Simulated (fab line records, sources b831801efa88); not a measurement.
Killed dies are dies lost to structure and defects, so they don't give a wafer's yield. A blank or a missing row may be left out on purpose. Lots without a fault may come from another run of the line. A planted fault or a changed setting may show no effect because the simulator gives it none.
Which tool did it? | flow gf180mcu | 6 lots, 18 wafers sampled, at 5 steps of a route of 602

WHAT THE GAUGES READ, wafer by wafer
GF_M4_RS_MEAS_05: measures by four-point-probe.
lot  | measured     | on            | M4_ALCU_RS (ohm/sq)
L533 | day 22 18:25 | film_metro-01 | 0.0710 0.0704 0.0710
L535 | day 23 12:37 | film_metro-04 | 0.0697 0.0692 0.0701
L542 | day 25 22:40 | film_metro-04 | 0.0698 0.0698 0.0698
L546 | day 27 04:13 | film_metro-04 | 0.0596 0.0595 0.0691 0.0597 0.0594 0.0693
L553 | day 29 07:32 | film_metro-04 | 0.0697 0.0694 0.0697
L554 | day 29 11:56 | film_metro-01 | 0.0694 0.0687 0.0695

WHICH TOOL RAN EACH LOT (tool, then ch and the chambers of the sampled wafers, then the start)
lot  | GF_V2_SPUTTER_22             | GF_M3_SPUTTER_00             | GF_V3_CVD_23                  | GF_M4_SPUTTER_02
L533 | pvd_sputter-04, day 20 14:11 | pvd_sputter-03, day 20 14:49 | cvd_w-01 ch 0, day 22 17:36   | pvd_sputter-04, day 22 18:20
L535 | pvd_sputter-02, day 21 10:26 | pvd_sputter-01, day 21 11:04 | cvd_w-01 ch 0,1, day 23 11:49 | pvd_sputter-03, day 23 12:32
L542 | pvd_sputter-02, day 23 23:38 | pvd_sputter-01, day 24 00:16 | cvd_w-02 ch 0,1, day 25 21:52 | pvd_sputter-03, day 25 22:32
L546 | pvd_sputter-02, day 25 07:20 | pvd_sputter-01, day 25 07:58 | cvd_w-02 ch 0,1, day 27 03:24 | pvd_sputter-01, day 27 04:08
L553 | pvd_sputter-02, day 27 12:56 | pvd_sputter-01, day 27 13:34 | cvd_w-02 ch 0,1, day 29 06:43 | pvd_sputter-03, day 29 07:26
L554 | pvd_sputter-01, day 27 16:08 | pvd_sputter-01, day 27 16:46 | cvd_w-01 ch 0,1, day 29 11:07 | pvd_sputter-04, day 29 11:50
- GF_V2_SPUTTER_22: material TiN, target thk 10 nm, time 40 s.
- GF_M3_SPUTTER_00: material Ti, target thk 37.5 nm, time 150 s.
- GF_V3_CVD_23: deposits W, target thk 350 nm, time 104.9 s.
- GF_M4_SPUTTER_02: material AlCu, target thk 450 nm, time 23.9 s.

THE ANSWER, worked out from the rows above alone
Rule: what is usual is taken from the lots themselves. Put in order of their means at a reading, lots are off if they are a third of the lots or fewer, leave a main group of 4 or more, and stand apart from it by a gap of 3 or more times the standard deviation of the main group's means; of several such gaps the widest counts. A main group whose means are all the same, to the digits that the tables above print for the reading, isn't used. A lot without any number at a reading at which 4 lots or more have one is off too. The other lots that the step has rows for count as sound.
Off: L546, at GF_M4_RS_MEAS_05 (M4_ALCU_RS). The main group: mean 0.0698 ohm/sq, standard deviation 0.00053.
A tool fits if, at a process step before that reading, it ran every lot that is off, and no sound lot after the first of them. The gauges at GF_M4_RS_MEAS_05 are tried like those tools. One fits: pvd_sputter-01 at GF_M4_SPUTTER_02. It ran no sound lot before its first lot that is off in this sample, so the start can't be narrowed down.

WHAT THE SIMULATOR HAD PUT IN
Process parameter drift: pvd_sputter-01, from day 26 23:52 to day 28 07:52, at GF_M4_SPUTTER_02. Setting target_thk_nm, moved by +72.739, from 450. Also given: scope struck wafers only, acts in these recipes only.
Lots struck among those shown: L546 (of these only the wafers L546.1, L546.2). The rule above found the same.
